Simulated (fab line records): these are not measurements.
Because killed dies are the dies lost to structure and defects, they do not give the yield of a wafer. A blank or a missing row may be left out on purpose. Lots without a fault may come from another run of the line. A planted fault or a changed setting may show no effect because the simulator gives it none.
Struck lot and sound lot, side by side | flow gf180mcu | 23 out of 602 route steps
Sound: the wafers L869.2, L869.3, L869.5. Struck: wafers L874.3, L874.4, L874.5. At the end, the cause is stated.
Each step with rows lists, per side, the tool, then ch with its chambers, then its first start. Under that, the readings that differ: sound wafers | struck wafers | difference of the means | sigmas: that difference in standard deviations of wafers without a fault.
alike: readings whose means differ by less than 2 such deviations, and words and numbers that are the same on both sides. not compared: withheld readings, readings that some wafer has no value for, bounds like >300 that may hide the same value, and numbers for which the record gives no deviation and whose values overlap.
A row with sigmas, a row that says differs or no value, or rows on one side alone: a step with any of these is where the two part. Numbers that don't overlap but have no deviation are shown without sigmas and don't part them. A reading that every wafer of one side lacks parts them only if that side has two wafers or more.

first, 1 step without rows for these wafers: GF_POLY_GATE_DEVELOP_09 (develop time 60 s).
GF_POLY_GATE_CD_MEAS_10: target cd 280 nm.
  sound: cdSem-01 at day 10 17:56; struck: cdSem-01 at day 12 04:51
  alike: cdNm
GF_POLY_GATE_OVL_MEAS_11:
  sound: overlay-02 at day 10 18:03; struck: overlay-02 at day 12 04:56
  alike: POLY_GATE_OVL
GF_POLY_GATE_ETCH_12: etches BARC in N2/H2.
  sound on rieDiel-02 ch 0,1,3, day 10 18:05; struck on rieDiel-02 ch 0,1, day 12 04:58
  alike: drypumpMotorCurrentA, oesProductAu, rfFwdPowerW, throttleValvePct
GF_POLY_GATE_ETCH_13: etches poly-Si in HBr/Cl2, stops on SiO2, target depth 198.5 nm, time 69.6 s.
  sound on rieSi-02 ch 2,3, day 10 18:08; struck on rieSi-02 ch 0,2, day 12 05:01
  alike: drypumpMotorCurrentA, heBacksideLeakSccm, oesProductAu, rfFwdPowerW, throttleValvePct
  not compared: rfHoursCounterH
GF_POLY_GATE_STRIP_14: strips in O2/N2.
  sound on plasmaAsher-02 ch 0,1, day 10 18:11; struck on plasmaAsher-04 ch 0,1, day 12 05:06
  alike: drypumpMotorCurrentA, heaterPowerW, oesProductAu, platenTempC
  not compared: rfHoursCounterH
then, 2 steps without rows for these wafers: GF_POLY_GATE_CLEAN_15 (cleans in SC1/SC2, time 150 s); GF_POLY_GATE_OXIDATION_16 (stabilise 600 s, purge 300 s, target thk 4 nm).
GF_POLY_GATE_THK_MEAS_17:
  sound: filmMetro-01 at day 10 19:52; struck: filmMetro-03 at day 12 06:37
  alike: POLY_GATE_OXIDATION_THK
GF_POLY_GATE_CD_MEAS_18:
  sound: cdSem-02 at day 10 19:57; struck: cdSem-01 at day 12 06:43
  alike: cdNm
then, 2 steps without rows for these wafers: GF_HV_LDD_DEHYDRATE_00 (time 60 s); GF_HV_LDD_HMDS_01 (prime time 60 s).
GF_HV_LDD_COAT_02: resist thk 1000 nm.
  sound on lithoTrack-04 ch 0, day 11 05:12; struck on lithoTrack-02 ch 0, day 12 15:47
reading                                    | sound                | struck               | difference | sigmas
spinSpeedRpm (rpm)                         | 3002.5 3000.4 3001.4 | 2859.1 2861.3 2856.7 | -142.4     | -68
model.NOVOLAK_of_HV_LDD_COAT_02.thkNm (nm) | 998.3 996 998.1      | 1028 1025 1027       | +29        | 
  alike: chillPlateTempC
then, 3 steps without rows for these wafers: GF_HV_LDD_SOFTBAKE_03 (time 60 s); GF_HV_LDD_EXPOSE_04 (exposes mask Nplus LV AREA, target cd 400 nm); GF_HV_LDD_PEB_05.
GF_HV_LDD_DEVELOP_06: develop time 60 s.
  sound on lithoTrack-04 ch 0, day 11 14:39; struck on lithoTrack-01 ch 0, day 13 02:28
reading                                    | sound             | struck         | difference | sigmas
model.NOVOLAK_of_HV_LDD_COAT_02.thkNm (nm) | 997.9 995.6 997.7 | 1028 1024 1027 | +29        | 
  alike: chillPlateTempC
GF_HV_LDD_CD_MEAS_07: target cd 400 nm.
  sound: cdSem-01 at day 11 14:47; struck: cdSem-02 at day 13 02:37
  alike: cdNm
GF_HV_LDD_OVL_MEAS_08:
  sound: overlay-01 at day 11 14:54; struck: overlay-01 at day 13 02:42
  alike: HV_LDD_OVL
after that, 1 step had no rows for these wafers: GF_HV_LDD_IMPLANT_09.
GF_HV_LDD_STRIP_10: strips in O2/N2.
  sound on plasmaAsher-03 ch 0,1, day 11 15:07; struck on plasmaAsher-03 ch 0,1, day 13 02:55
reading                  | sound             | struck            | difference | sigmas
stripTimeToEndpointS (s) | 12.61 12.57 12.60 | 12.88 12.84 12.88 | +0.27      | +7
  alike: drypumpMotorCurrentA, heaterPowerW, oesProductAu, platenTempC
  not compared: rfHoursCounterH
GF_HV_LDD_TW_MEAS_11:
  sound: filmMetro-02 at day 11 15:13; struck: filmMetro-03 at day 13 03:00
  alike: HV_LDD_TW
-- the record jumps here: 19 days lie between the struck wafers' starts before and after (it left off in module HV_LDD and takes up again in module PASSIVATION, whose first step shown is number 602 of the route) --
GF_PASSIVATION_PROBE_99:
  rows exist in the record for the struck wafers here (prober-01, day 32 01:05), but not for the sound ones

WHERE THEY PART
First at GF_HV_LDD_COAT_02; last, within this record, at GF_PASSIVATION_PROBE_99.

WHY: whatever the simulator had introduced
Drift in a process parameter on lithoTrack-02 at GF_HV_LDD_COAT_02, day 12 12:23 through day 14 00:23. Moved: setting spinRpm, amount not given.
